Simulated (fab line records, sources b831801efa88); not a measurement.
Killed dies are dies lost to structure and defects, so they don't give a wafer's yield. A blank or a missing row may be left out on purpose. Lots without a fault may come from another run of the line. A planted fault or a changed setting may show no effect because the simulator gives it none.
Which tool did it? | flow sky130 | 13 lots, 39 wafers sampled, at 5 steps of a route of 708

WHAT THE GAUGES READ, wafer by wafer
SKY_LDD_LDN_OVL_MEAS_07. Usual: LDD_LDN_OVL -1.3 nm, standard deviation 1.1.
lot  | measured     | on         | LDD_LDN_OVL (nm) | flag
L348 | day 22 13:03 | overlay-01 | -1.0 -2.2 -1.1   |
L349 | day 23 10:50 | overlay-01 | -1.7 -1.5 -1.3   |
L350 | day 23 15:45 | overlay-02 | -1.7 -0.4 -0.4   |
L351 | day 23 20:46 | overlay-01 | -1.2 -0.5 -0.1   |
L352 | day 24 06:31 | overlay-01 | -1.6 -0.8 0.1    |
L353 | day 24 17:11 | overlay-02 | -1.6 -1.2 -0.6   |
L355 | day 25 17:19 | overlay-02 | -1.7 -2.6 -2.0   |
L356 | day 26 00:40 | overlay-02 | 0.1 -0.7 1.0     |
L360 | day 27 02:24 | overlay-01 | -0.8 -2.0 -1.3   |
L363 | day 28 16:15 | overlay-02 | -1.4 -1.9 -2.1   |
L366 | day 29 10:21 | overlay-01 | -0.3 -0.7 -2.1   |
L371 | day 31 09:01 | overlay-02 | -2.7 -2.7 -3.2   |
L370 | day 31 11:01 | overlay-02 | -0.1 0.9 1.6     |

SKY_LDD_LDN_TW_MEAS_13. Usual: LDD_LDN_TW 1483, standard deviation 11.
lot  | measured     | on            | LDD_LDN_TW     | flag
L348 | day 22 13:47 | film_metro-04 | 1469 1476 1484 |
L349 | day 23 11:34 | film_metro-02 | 1499 1494 1501 |
L350 | day 23 16:29 | film_metro-02 | 1486 1499 1505 |
L351 | day 23 21:30 | film_metro-02 | 1498 1492 1494 |
L352 | day 24 07:15 | film_metro-02 | 1493 1498 1500 |
L353 | day 24 19:29 | film_metro-04 | 1473 1477 1474 |
L355 | day 25 18:03 | film_metro-03 | 1477 1471 1480 |
L356 | day 26 01:24 | film_metro-02 | 1494 1491 1500 |
L360 | day 27 03:08 | film_metro-02 | 1493 1497 1496 |
L363 | day 28 16:59 | film_metro-03 | 1464 1468 1473 |
L366 | day 29 11:05 | film_metro-02 | 1497 1494 1494 |
L371 | day 31 09:45 | film_metro-03 | 1485 1482 1477 |
L370 | day 31 11:44 | film_metro-02 | 1480 1482 1479 |

SKY_POLY_CUT_CD_MEAS_08: target cd 270 nm. Usual: cd_nm 269.3 nm, standard deviation 1.6.
lot  | measured     | on        | cd_nm (nm)        | flag
L348 | day 23 21:47 | cd_sem-02 | 265.8 265.6 266.4 |
L349 | day 24 19:29 | cd_sem-01 | 267.9 266.5 267.8 |
L350 | day 24 23:38 | cd_sem-02 | 267.5 268.4 267.4 |
L351 | day 25 05:09 | cd_sem-02 | 269.8 268.5 268.8 |
L352 | day 25 14:05 | cd_sem-01 | 269.2 269.2 268.5 |
L353 | day 26 02:32 | cd_sem-01 | 272.1 271.6 272.6 |
L355 | day 27 00:40 | cd_sem-02 | 269.0 269.9 270.0 |
L356 | day 27 07:42 | cd_sem-01 | 268.5 270.0 269.6 |
L360 | day 28 08:57 | cd_sem-01 | 268.6 268.7 269.3 |
L363 | day 29 21:46 | cd_sem-01 | 269.3 269.3 269.0 |
L366 | day 30 16:41 | cd_sem-02 | 268.6 270.4 270.1 |
L371 | day 32 14:35 | cd_sem-02 | 268.9 270.8 267.4 |
L370 | day 32 18:13 | cd_sem-02 | 268.6 270.3 269.7 |

SKY_RES_XHIGH_TW_MEAS_09. Usual: RES_XHIGH_TW 1657, standard deviation 16.
lot  | measured     | on            | RES_XHIGH_TW   | flag
L348 | day 26 09:18 | film_metro-01 | 1679 1674 1687 |
L349 | day 27 06:42 | film_metro-01 | 1678 1676 1683 |
L350 | day 27 09:46 | film_metro-02 | 1662 1657 1666 |
L351 | day 27 16:22 | film_metro-01 | 1673 1674 1683 |
L352 | day 28 00:01 | film_metro-01 | 1681 1684 1678 |
L353 | day 28 12:21 | film_metro-02 | 1650 1673 1657 |
L355 | day 29 10:10 | film_metro-02 | 1649 1671 1655 |
L356 | day 29 17:58 | film_metro-02 | 1663 1661 1666 |
L360 | day 30 17:10 | film_metro-04 | 1636 1648 1633 |
L363 | day 32 05:07 | film_metro-02 | 30 30 30       | OFF
L366 | day 32 23:22 | film_metro-01 | 1671 1677 1668 |
L371 | day 34 20:04 | film_metro-02 | 1632 1642 1641 |
L370 | day 34 23:03 | film_metro-01 | 1657 1662 1655 |

WHICH TOOL RAN EACH LOT (tool, then ch and the chambers of the sampled wafers, then the start)
lot  | SKY_RES_XHIGH_EXPOSE_04
L348 | iline_stepper-01 ch 0, day 25 18:36
L349 | iline_stepper-01 ch 0, day 26 16:00
L350 | iline_stepper-02 ch 0, day 26 19:38
L351 | iline_stepper-01 ch 0, day 27 01:42
L352 | iline_stepper-02 ch 0, day 27 09:57
L353 | iline_stepper-02 ch 0, day 27 21:45
L355 | iline_stepper-02 ch 0, day 28 20:44
L356 | iline_stepper-01 ch 0, day 29 03:31
L360 | iline_stepper-02 ch 0, day 30 03:51
L363 | iline_stepper-02 ch 0, day 31 15:23
L366 | iline_stepper-02 ch 0, day 32 10:17
L371 | iline_stepper-01 ch 0, day 34 06:33
L370 | iline_stepper-01 ch 0, day 34 09:57
- SKY_RES_XHIGH_EXPOSE_04: exposes mask URPM, target cd 1270 nm.

WHAT THE TOOLS THEMSELVES READ (means of the sampled wafers that have a number; where no wafer has one, the mark that the record gives instead)
The record holds no such reading with a usual standard deviation.

THE ANSWER, worked out from the rows above alone
Rule: a lot is off if the mean of its wafers that have a number lies more than 3 standard deviations from the usual mean. A lot without any number at a reading at which 4 lots or more have one is off too. The other lots that the step has rows for count as sound. The gauges are gone through in route order, then the tools' own readings, and for those a lot's mean is taken as printed above. The first step at which some lot is off is used, and at that step the reading that is off furthest; a lot without a number counts as furthest.
Off: L363, at SKY_RES_XHIGH_TW_MEAS_09 (RES_XHIGH_TW).
A tool fits if, at a process step before that reading, it ran every lot that is off, and no sound lot after the first of them. The gauges at SKY_RES_XHIGH_TW_MEAS_09 are tried like those tools. None of those tried fits.

WHAT THE SIMULATOR HAD PUT IN
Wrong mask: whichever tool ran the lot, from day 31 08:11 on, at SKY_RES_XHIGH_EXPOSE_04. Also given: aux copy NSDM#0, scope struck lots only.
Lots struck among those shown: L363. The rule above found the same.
